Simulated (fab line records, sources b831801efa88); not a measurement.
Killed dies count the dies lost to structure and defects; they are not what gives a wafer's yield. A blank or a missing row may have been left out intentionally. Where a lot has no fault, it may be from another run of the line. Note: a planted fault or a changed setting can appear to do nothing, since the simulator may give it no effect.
A lot that was struck, set against a sound lot | flow sky130 | 14 out of 708 route steps
Sound: these wafers, L186.1, L186.3, L186.5. Wafers L179.1, L179.2, L179.5 were the ones struck. The cause is given at the end.
For every step that has rows: the tool of each side, followed by ch and its chambers, followed by its first start. Under that, the readings that differ: sound wafers | struck wafers | difference of the means | sigmas: that difference in standard deviations of wafers without a fault.
alike: readings with means less than 2 such deviations apart, plus words and numbers identical on both sides. not compared: withheld readings, readings lacking a value on some wafer, bounds such as >300 that could conceal the same value, and numbers that have no deviation in the record and whose values overlap.
A row with sigmas, a row that says differs or no value, or rows on one side alone: a step with any of these is where the two part. Numbers that have no deviation but don't overlap get no sigmas and don't part them. Lack of a reading on every wafer of one side parts them only where that side has two or more wafers.

first, 1 step without rows for these wafers: SKY_SONOS_ONO_OXIDATION_00 (stabilise 600 s, purge 300 s, target thk 2.6 nm).
SKY_SONOS_ONO_THK_MEAS_01:
  sound: film_metro-01 at day 16 04:43; struck: film_metro-04 at day 13 12:47
  alike: SONOS_ONO_OXIDATION_THK
then, 1 step without rows for these wafers: SKY_SONOS_ONO_CVD_02 (deposits Si3N4 from DCS/NH3, target thk 10.5 nm, time 180 s).
SKY_SONOS_ONO_THK_MEAS_03:
  sound: film_metro-04 at day 16 06:16; struck: film_metro-02 at day 13 14:20
  reading                   | sound             | struck            | difference | sigmas
  SONOS_ONO_CVD_02_THK (nm) | 10.51 10.42 10.40 | 10.78 10.89 10.67 | +0.34      | +2
then, 1 step without rows for these wafers: SKY_SONOS_ONO_CVD_04 (deposits SiO2 from SiH4/N2O, target thk 5.7199 nm).
SKY_SONOS_ONO_THK_MEAS_05:
  sound: film_metro-02 at day 16 07:35; struck: film_metro-02 at day 13 15:39
  alike: SONOS_ONO_CVD_04_THK
then, 6 steps without rows for these wafers: SKY_SONOS_ONO_DEHYDRATE_06 (time 60 s); SKY_SONOS_ONO_HMDS_07 (prime time 60 s); SKY_SONOS_ONO_COAT_08 (resist thk 1140 nm); SKY_SONOS_ONO_SOFTBAKE_09 (time 60 s); SKY_SONOS_ONO_EXPOSE_10 (exposes mask ONOM, target cd 410 nm); SKY_SONOS_ONO_PEB_11.
SKY_SONOS_ONO_DEVELOP_12: develop time 60 s.
  struck on litho_track-01, day 14 17:16; sound on litho_track-01 ch 0, day 17 12:10
  no value came back on the struck wafers for chill_plate_temp_C (C), develop_time_s (s); on the sound wafers chill_plate_temp_C (C) reads 22.95 23.03 22.99
SKY_SONOS_ONO_CD_MEAS_13 targets a cd of 410 nm.
  sound: cd_sem-02 at day 17 12:19; struck: cd_sem-01 at day 14 17:25
  reading    | sound             | struck | difference                    | sigmas
  cd_nm (nm) | 409.0 412.3 413.1 | - - -  | no value on the struck wafers |

WHERE THEY PART
Last at SKY_SONOS_ONO_CD_MEAS_13 as far as this record goes, first at SKY_SONOS_ONO_THK_MEAS_03.

WHY: what had been put in by the simulator
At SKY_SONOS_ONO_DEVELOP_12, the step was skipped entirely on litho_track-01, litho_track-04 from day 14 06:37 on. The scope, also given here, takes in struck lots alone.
